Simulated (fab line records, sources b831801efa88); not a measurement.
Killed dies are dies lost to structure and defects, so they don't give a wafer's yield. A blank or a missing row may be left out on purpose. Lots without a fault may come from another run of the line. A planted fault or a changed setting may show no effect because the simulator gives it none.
Problem report in the 8D (eight disciplines) form, filled by code | flow gf180mcu | the parts of the form that need people (team, actions taken, sign-off) are left out

1. THE PROBLEM
V3_CVD_02_THK at GF_V3_THK_MEAS_03 reads a mean of 588 nm on 2 wafers of 2 lots; wafers without a fault read 849 nm with a standard deviation of 11. That is -24 standard deviations from the usual mean.
First seen on wafer L923.2, day 25 12:01, on film_metro-03. The record holds 34 wafers of 12 lots with a number at this step. Rule for "out", or "out of limits": more than 4 standard deviations from the usual mean. The other wafers with a number count as sound.

2. WHAT IT IS AND WHAT IT IS NOT
question                    | is                           | is not
which readings at this step | V3_CVD_02_THK                | -
which lots                  | L923, L927                   | L912, L913, L916, L919, L920, L925, L930, L931, L933, L935
which wafers of those lots  | L923.2, L927.2               | L923.5, L927.5
read on which gauges        | film_metro-03, film_metro-04 | film_metro-01
when                        | from day 25 12:01            | up to then (16 sound wafers); but 16 sound wafers of L925, L927, L930, L931, L933, L935 came after

3. SUSPECTS, AND WHAT RULES EACH OUT
Counting: a tool at a process step up to the reading stays a suspect if it ran every lot that is out. Sound lots after the first of them don't rule it out here, since some wafers of a struck lot are sound.
- the gauge at GF_V3_THK_MEAS_03: ruled out. The wafers that are out were read on 2 gauges (film_metro-03, film_metro-04).
- pecvd-03 at GF_V3_CVD_02 (deposits SiO2 from TEOS, target thk 850 nm, time 94.851 s): kept. It ran every lot that is out, first L923 (day 25 11:56); its last sound lot up to then is L920 (day 24 07:28).
Left after counting: pecvd-03 at GF_V3_CVD_02.

4. THE CAUSE (what the simulator had put in)
Process parameter drift: pecvd-03, from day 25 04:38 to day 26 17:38, at GF_V3_CVD_02. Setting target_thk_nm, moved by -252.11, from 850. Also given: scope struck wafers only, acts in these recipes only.
Counting left only this tool.

5. THE CHAIN OF EFFECTS, in route order
Each row: a reading whose mean over the struck wafers that have a number lies more than 3 standard deviations from the usual. Only readings for which the record gives a usual standard deviation are gone through. hours: the time from each lot's start at the first step in this table that gives one to its start at this step, as a median over the lots. sigmas: the change in usual standard deviations.
hours | step              | reading            | usual      | on struck wafers | change | sigmas
0     | GF_V3_THK_MEAS_03 | V3_CVD_02_THK      | 849 nm     | 588              | -261   | -24
0     | GF_V3_CMP_04      | time_to_endpoint_s | 81 s       | 50               | -31    | -6.3
-     | GF_V3_ETCH_17     | oes_product_au     | 0.856 a.u. | 0.822            | -0.034 | -8.5
The process steps in it:
- GF_V3_CMP_04: polishes SiO2.
- GF_V3_ETCH_17: etches SiO2 in C4F8/O2/Ar, stops on TiN, target depth 635 nm.
Later measuring or inspecting steps at which every struck wafer that the step has a row for has a number for every such reading, and none has moved that far: GF_M4_RS_MEAS_05.

6. WHAT WOULD HAVE CAUGHT IT SOONER
In this record the first reading out of limits at a measuring or inspecting step was taken at day 25 12:01, 7 hours after the fault began at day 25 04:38.
Of the tool readings at GF_V3_CVD_02 for which the record gives a usual standard deviation, none was out on any struck wafer, so an alarm limit of 4 standard deviations on them would not have fired.
Of the lots that are out (2), L927 began GF_V3_CVD_02 on pecvd-03 after day 25 12:01. A hold on the tool at that time would have spared it.
